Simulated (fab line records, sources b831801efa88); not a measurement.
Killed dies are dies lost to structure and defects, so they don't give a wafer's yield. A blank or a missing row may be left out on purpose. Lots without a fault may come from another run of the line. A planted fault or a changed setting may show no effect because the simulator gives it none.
fab line records | flow sfq_line
record lots=5 wafers=15 last_day=91
route steps=325 shown I1@80 M2@88
lots that met no fault: from a run of the same line without faults
start_h: hours from the record's first day to the start of the lot's first wafer shown | wait_h: hours since the lot's step before | " the same as in the row above | L1.1+2: a row that stands for several wafers | - no value, or no start given | * or withheld: withheld | < > ~ a bound
route shown NAME@n: a module of which the file shows steps, and the number in the route of the first | usual: mean/standard deviation of fault-free wafers | same: alike in all rows | chamber/n: place in a boat | sites: the reading at each site | _std_site: their standard deviation | _edge_site: outer sites' mean less inner sites' | radius_mm: how far each site lies from the wafer's centre | mask NAME#n: copy n | behind: the tool/chamber that last shaped the wafer | hold: why the lot was held/for how many hours/how that ended | device: the transistor (n, p or np) that didn't switch | end of line: the same wafers' tests at the end of the route | a step without rows: its recipe alone | killed: dies lost to structure and defects at the first sort, not the wafer's yield | map: a wafer's dies, x killed, . not, _ none there
set.NAME: the setting as run; set.NAME@STEP: as run at that earlier step | model.NAME: the simulator's own value behind a step, which no gauge read
lots at some steps of the route; a table a step, a row a wafer
services: from which hour (start_h, from the record's first day; less than 0 if before it) a tool's chamber was out of use, for how many hours, and why
## steps
# step SFQ_TRILAYER_I1_VIA_LITHO_EXPOSE_050
# recipe mask_id=I1 na=0.6 source_shape=conventional sigma_outer=0.65 target_cd_nm=500 dose_mj=21.3
# step SFQ_TRILAYER_I1_VIA_LITHO_PEB_052
# recipe peb_temp_c=115 peb_time_s=60 resist=KrF
# step SFQ_TRILAYER_I1_VIA_LITHO_DEVELOP_051
# recipe time_s=60 resist=KrF
# step SFQ_I1_OVL_MEAS_913
# usual I1_OVL=3/5.7
# columns lot.wafer tool chamber start_h wait_h I1_OVL[nm]
L498.3 overlay-01 - 700.57 0.1 -5
L498.5 " - " " -6
L498.6 " - " " -2
L503.1 overlay-02 - 751.46 0.1 -2
L503.2 " - " " 2
L503.4 " - " " 3
L508.1 overlay-02 - 772.73 0.1 4
L508.5 " - " " -3
L508.6 " - " " 8
L510.2 overlay-01 - 797.94 0.1 1
L510.3 " - " " -1
L510.6 " - " " 4
L514.2 overlay-01 - 871.03 0.1 6
L514.3 " - " " 2
L514.4 " - " " 0
# step SFQ_TRILAYER_I1_VIA_BARC_OPEN_VIA_ETCH_071
# recipe mask_material=PR chemistry=O2 target_depth_nm=125 target=BARC source_w=500 bias_w=80 pressure_mtorr=30 time_s=41.7
# usual drypump_motor_current_A=5.6/0.42 oes_product_au=0.685/0.0046
# columns lot.wafer tool chamber start_h wait_h drypump_motor_current_A oes_product_au rf_hours_counter_h
L498.3 rie_diel-01 0 700.60 0.0 6.3 0.688 8
L498.5 " 0 " " 6.3 0.687 -
L498.6 " 1 " " 5.4 0.682 -
L503.1 rie_diel-04 2 751.49 0.0 5.5 0.682 2
L503.2 " 0 " " 5.5 0.683 16
L503.4 " 3 " " 6.0 0.684 9
L508.1 rie_diel-01 1 772.77 0.0 5.4 0.681 30
L508.5 " 2 " " 5.5 0.683 -
L508.6 " 3 " " 5.4 0.681 -
L510.2 rie_diel-03 1 797.97 0.0 5.6 0.691 14
L510.3 " 0 " " 5.6 0.683 5
L510.6 " 0 " " 5.6 0.684 -
L514.2 rie_diel-03 0 871.06 0.0 5.5 0.691 5
L514.3 " 3 " " 5.7 0.690 0
L514.4 " 2 " " 4.7 0.687 6
# step SFQ_TRILAYER_I1_VIA_ETCH_VIA_ETCH_052
# recipe target=SiO2 stop_on=Nb mask_material=PR taper_deg=20 chemistry=CHF3 target_depth_nm=260 source_w=500 bias_w=80 pressure_mtorr=30 time_s=withheld
# usual drypump_motor_current_A=5.6/0.42 oes_product_au=0.854/0.0055
# columns lot.wafer tool chamber start_h wait_h drypump_motor_current_A oes_product_au
L498.3 rie_diel-01 0 700.64 0.0 6.2 0.853
L498.5 " 0 " " 6.2 0.864
L498.6 " 1 " " 5.4 0.864
L503.1 rie_diel-04 2 751.53 0.0 5.5 0.850
L503.2 " 0 " " 5.5 0.853
L503.4 " 3 " " 6.0 0.842
L508.1 rie_diel-01 1 772.81 0.0 5.4 0.856
L508.5 " 2 " " 5.5 0.842
L508.6 " 3 " " 5.4 0.857
L510.2 rie_diel-03 1 798.01 0.0 5.6 0.863
L510.3 " 0 " " 5.5 0.858
L510.6 " 0 " " 5.5 0.854
L514.2 rie_diel-03 0 871.10 0.0 5.6 0.850
L514.3 " 3 " " 5.7 0.852
L514.4 " 2 " " 4.7 0.849
# step SFQ_TRILAYER_I1_VIA_STRIP_STRIP_053
# recipe gas=O2 power_w=200 platen_temp_c=40 overash_fraction=0.65 chemistry=O2 pressure_mtorr=50
# usual drypump_motor_current_A=5.9/0.34 oes_product_au=1.001/0.0077
# columns lot.wafer tool chamber start_h wait_h drypump_motor_current_A oes_product_au rf_hours_counter_h
L498.3 rie_metal-02 0 700.95 - 6.1 1.002 -
L498.5 " 1 " " 5.6 1.014 -
L498.6 " 0 " " 6.1 0.998 -
L503.1 rie_metal-02 1 751.65 - 5.6 1.007 41
L503.2 " 0 " " 6.1 0.990 98
L503.4 " 0 " " 6.0 0.990 -
L508.1 rie_metal-03 1 772.92 - 6.0 1.007 80
L508.5 " 0 " " 6.4 1.000 -
L508.6 " 1 " " 6.0 1.002 -
L510.2 rie_metal-03 1 798.12 - 6.1 0.998 83
L510.3 " 0 " " 6.4 1.001 -
L510.6 " 0 " " 6.4 1.002 -
L514.2 rie_metal-01 0 871.42 - 5.4 0.993 -
L514.3 " 0 " " 5.3 0.983 -
L514.4 " 0 " " 5.4 0.979 -
# step SFQ_TRILAYER_I1_VIA_STRIP_SOLV_CLEAN_054
# recipe chemistry=NMP temp_c=70 time_s=600
# step SFQ_TRILAYER_M2_DEP_PRE_CLEAN_056
# recipe gas=Ar time_s=22.5 bias_v=250
# step SFQ_TRILAYER_M2_DEP_SPUTTER_055
# recipe material=Nb base_pressure_pa=1.33e-06 chamber_pressure_pa=0.1333 substrate_temp_c=20 resputter_cathode_voltage_v=400 target_thk_nm=200 power_w=2000 time_s=133.3
# usual throttle_valve_pct=30.4/1
# columns lot.wafer tool chamber start_h wait_h throttle_valve_pct
L498.3 pvd_sputter-03 - 701.55 0.0 29.2
L498.5 " - " " 31.5
L498.6 " - " " 32.1
L503.1 pvd_sputter-03 - 752.45 0.0 29.2
L503.2 " - " " 31.5
L503.4 " - " " 31.5
L508.1 pvd_sputter-04 - 773.73 0.0 30.6
L508.5 " - " " 30.7
L508.6 " - " " 29.6
L510.2 pvd_sputter-05 - 799.10 0.0 29.4
L510.3 " - " " 30.0
L510.6 " - " " 30.4
L514.2 pvd_sputter-03 - 872.63 0.0 29.8
L514.3 " - " " 31.4
L514.4 " - " " 29.3
# step SFQ_M2_RS_MEAS_914
# recipe thk_meas_gauge=four-point-probe reads=Nb_of_TRILAYER_M2_DEP_SPUTTER_055
# usual M2_NB_RS=0.892/0.0076
# columns lot.wafer tool chamber start_h wait_h M2_NB_RS[ohm/sq]
L498.3 film_metro-03 - 701.68 0.1 0.890
L498.5 " - " " 0.889
L498.6 " - " " 0.897
L503.1 film_metro-03 - 752.54 0.0 0.888
L503.2 " - " " 0.890
L503.4 " - " " 0.891
L508.1 film_metro-03 - 773.82 0.0 0.894
L508.5 " - " " 0.886
L508.6 " - " " 0.898
L510.2 film_metro-04 - 799.21 0.1 0.892
L510.3 " - " " 0.895
L510.6 " - " " 0.893
L514.2 film_metro-03 - 872.75 0.1 0.888
L514.3 " - " " 0.894
L514.4 " - " " 0.893
# step SFQ_TRILAYER_M2_LITHO_COAT_062
# recipe resist=BARC spin_rpm=3000 resist_thk_nm=62
# usual chill_plate_temp_C=22.98/0.11
# columns lot.wafer tool chamber start_h wait_h chill_plate_temp_C model.BARC_of_TRILAYER_M2_LITHO_COAT_062.thk_nm
L498.3 litho_track-02 0 701.92 0.1 23.04 62.18
L498.5 " 0 " " 22.98 62.16
L498.6 " 0 " " 23.06 62.22
L503.1 litho_track-03 0 752.72 0.1 22.92 62.06
L503.2 " 0 " " 22.91 62.01
L503.4 " 0 " " 22.89 61.98
L508.1 litho_track-04 0 774.00 0.1 22.94 61.83
L508.5 " 0 " " 23.07 61.85
L508.6 " 0 " " 23.19 62.13
L510.2 litho_track-04 0 799.42 0.1 22.95 61.86
L510.3 " 0 " " 22.81 61.88
L510.6 " 0 " " 22.91 59.09
L514.2 litho_track-02 0 872.96 0.1 23.02 61.76
L514.3 " 0 " " 23.02 61.9
L514.4 " 0 " " 22.95 61.9
# step SFQ_TRILAYER_M2_LITHO_COAT_057
# recipe resist=KrF spin_rpm=3000 resist_thk_nm=600
# step SFQ_TRILAYER_M2_LITHO_SOFTBAKE_061
# recipe temp_c=withheld time_s=withheld resist=KrF
# step SFQ_TRILAYER_M2_LITHO_EXPOSE_058
# recipe mask_id=M2 na=0.6 source_shape=conventional sigma_outer=0.65 target_cd_nm=500 dose_mj=14.4
# step SFQ_TRILAYER_M2_LITHO_PEB_060
# recipe peb_temp_c=115 peb_time_s=60 resist=KrF
# step SFQ_TRILAYER_M2_LITHO_DEVELOP_059
# recipe time_s=60 resist=KrF
# step SFQ_M2_OVL_MEAS_916
# usual M2_OVL=-4/6.1
# columns lot.wafer tool chamber start_h wait_h M2_OVL[nm]
L498.3 overlay-02 - 813.54 0.1 1
L498.5 " - " " 4
L498.6 " - " " -11
L503.1 overlay-01 - 880.43 0.1 -1
L503.2 " - " " -5
L503.4 " - " " -5
L508.1 overlay-02 - 914.03 0.1 6
L508.5 " - " " 4
L508.6 " - " " -1
L510.2 overlay-01 - 946.48 0.1 0
L510.3 " - " " 1
L510.6 " - " " 3
L514.2 overlay-02 - 1023.89 0.1 -10
L514.3 " - " " -2
L514.4 " - " " -6
# step SFQ_TRILAYER_M2_BARC_OPEN_METAL_ETCH_077
# recipe mask_material=PR chemistry=O2 target_depth_nm=125 target=BARC icp_w=600 bias_w=80 pressure_mtorr=10 time_s=41.7
# usual drypump_motor_current_A=6.0/0.46 oes_product_au=0.685/0.0043
# columns lot.wafer tool chamber start_h wait_h drypump_motor_current_A oes_product_au rf_hours_counter_h model.etch.depth_nm
L498.3 rie_metal-04 0 813.59 0.0 6.5 0.684 - 62.18
L498.5 " 0 " " 6.5 0.693 - 62.16
L498.6 " 1 " " 6.7 0.686 - 62.22
L503.1 rie_metal-03 0 880.47 0.0 6.4 0.690 107 62.06
L503.2 " 1 " " 6.0 0.686 93 62.01
L503.4 " 1 " " 6.0 0.692 - 61.98
L508.1 rie_metal-01 1 914.07 0.0 5.6 0.688 123 61.83
L508.5 " 0 " " 5.4 0.681 - 61.85
L508.6 " 1 " " 5.6 0.685 - 62.13
L510.2 rie_metal-03 1 946.51 0.0 6.0 0.692 103 61.86
L510.3 " 1 " " 6.0 0.685 - 61.88
L510.6 " 0 " " 6.4 0.670 - 59.09
L514.2 rie_metal-01 0 1023.94 0.0 5.3 0.681 - 61.76
L514.3 " 0 " " 5.3 0.688 - 61.9
L514.4 " 0 " " 5.4 0.687 - 61.9
# step SFQ_TRILAYER_M2_ETCH_METAL_ETCH_060
# recipe target=Nb stop_on=SiO2 mask_material=PR chemistry=Cl2/Ar target_depth_nm=240 icp_w=600 bias_w=80 pressure_mtorr=10 time_s=120
# usual drypump_motor_current_A=6.0/0.47 oes_product_au=0.893/0.0066
# columns lot.wafer tool chamber start_h wait_h drypump_motor_current_A oes_product_au rf_hours_counter_h
L498.3 rie_metal-04 0 813.67 0.1 6.5 0.888 -
L498.5 " 0 " " 6.5 0.905 -
L498.6 " 1 " " 6.5 0.883 -
L503.1 rie_metal-03 0 880.53 0.0 6.4 0.894 107
L503.2 " 1 " " 6.0 0.890 93
L503.4 " 1 " " 6.1 0.893 -
L508.1 rie_metal-01 1 914.13 0.0 5.6 0.889 123
L508.5 " 0 " " 5.4 0.894 -
L508.6 " 1 " " 5.6 0.894 -
L510.2 rie_metal-03 1 946.57 0.0 6.1 0.884 103
L510.3 " 1 " " 6.1 0.897 -
L510.6 " 0 " " 6.4 0.890 -
L514.2 rie_metal-01 0 1024.08 0.1 5.4 0.893 -
L514.3 " 0 " " 5.4 0.888 -
L514.4 " 0 " " 5.4 0.897 -
## services
# columns tool chamber start_h hours kind
rie_diel-01 2 680.89 6.5 repair
pvd_sputter-03 - 696.18 2.8 repair
rie_metal-04 - 704.99 0.8 repair
rie_diel-01 1 713.15 8.4 repair
rie_metal-01 0 738.82 4.2 repair
rie_diel-03 1 752.91 4.6 repair
rie_metal-02 0 780.18 3.2 repair
rie_metal-02 - 813.13 0.9 repair
rie_diel-04 2 815.44 6.8 repair
rie_diel-01 2 820.03 1.9 repair
rie_metal-01 1 823.59 1.6 repair
rie_metal-03 - 828.78 1.4 pm
pvd_sputter-03 - 852.75 3.6 repair
rie_metal-01 1 856.89 16.7 repair
rie_diel-03 2 880.56 4.3 repair
rie_diel-03 - 902.25 46.9 repair
rie_diel-03 0 912.87 3.0 repair
rie_diel-01 3 928.26 4.3 repair
rie_diel-03 0 933.44 6.1 repair
rie_diel-03 3 964.66 13.7 repair
rie_diel-03 1 972.44 13.9 repair
pvd_sputter-03 - 972.71 2.1 repair
rie_diel-01 2 988.08 3.8 repair
rie_diel-03 2 999.77 6.0 repair
## key
first_sign step=SFQ_TRILAYER_M2_BARC_OPEN_METAL_ETCH_077 reading=oes_product_au direction=down sigmas=3.6 usual=0.685 struck=0.670
effect none on later readings
model_effect step=SFQ_TRILAYER_M2_LITHO_COAT_062 value=BARC_of_TRILAYER_M2_LITHO_COAT_062.thk_nm without=61.79 struck=59.09
model_effect step=SFQ_TRILAYER_M2_BARC_OPEN_METAL_ETCH_077 value=etch.depth_nm without=61.79 struck=59.09
met_at SFQ_TRILAYER_M2_LITHO_COAT_062
struck_wafers L510.6
onset_between 774.00 799.42
fault kind=process_parameter_drift tool=litho_track-04 chamber=- onset_h=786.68 steps=SFQ_TRILAYER_M2_LITHO_COAT_062 channel=resist_thk_nm offset=-2.7035 shape=step end_h=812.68 scope=struck_wafers_only acts_in=these_recipes_only stated=62
